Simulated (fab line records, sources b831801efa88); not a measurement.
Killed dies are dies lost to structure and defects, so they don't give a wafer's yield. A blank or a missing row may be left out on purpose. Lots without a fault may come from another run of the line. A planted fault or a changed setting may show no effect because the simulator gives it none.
Which tool did it? | flow sky130 | 6 lots, 18 wafers sampled, at 2 steps of a route of 708

WHAT THE GAUGES READ, wafer by wafer
SKY_SONOS_ONO_THK_MEAS_05.
lot  | measured     | on            | SONOS_ONO_CVD_04_THK (nm)
L948 | day 11 18:02 | film_metro-03 | 5.82 5.83 5.64
L950 | day 12 11:07 | film_metro-03 | 5.77 5.68 5.90
L952 | day 13 02:29 | film_metro-03 | 5.78 5.80 5.74
L964 | day 18 23:14 | film_metro-02 | 5.60 5.74 5.72
L966 | day 18 23:14 | film_metro-03 | 5.70 5.67 5.66
L968 | day 19 00:31 | film_metro-02 | 5.87 5.85 5.89

WHICH TOOL RAN EACH LOT (tool, then ch and the chambers of the sampled wafers, then the start)
lot  | SKY_SONOS_ONO_CVD_04
L948 | lpcvd-03 ch 0, day 11 16:09
L950 | lpcvd-03 ch 1, day 12 09:14
L952 | lpcvd-03 ch 0, day 13 00:35
L964 | lpcvd-03 ch 0, day 18 21:59
L966 | lpcvd-03 ch 0, day 18 21:59
L968 | lpcvd-03 ch 1, day 18 23:14
- SKY_SONOS_ONO_CVD_04: deposits SiO2 from SiH4/N2O, target thk 5.7199 nm.

THE ANSWER, worked out from the rows above alone
Rule: what is usual is taken from the lots themselves. Put in order of their means at a reading, lots are off if they are a third of the lots or fewer, leave a main group of 4 or more, and stand apart from it by a gap of 3 or more times the standard deviation of the main group's means; of several such gaps the widest counts. A main group whose means are all the same, to the digits that the tables above print for the reading, isn't used. A lot without any number at a reading at which 4 lots or more have one is off too. The other lots that the step has rows for count as sound.
No lot is off at any reading shown: from this, nothing can be told.

WHAT THE SIMULATOR HAD PUT IN
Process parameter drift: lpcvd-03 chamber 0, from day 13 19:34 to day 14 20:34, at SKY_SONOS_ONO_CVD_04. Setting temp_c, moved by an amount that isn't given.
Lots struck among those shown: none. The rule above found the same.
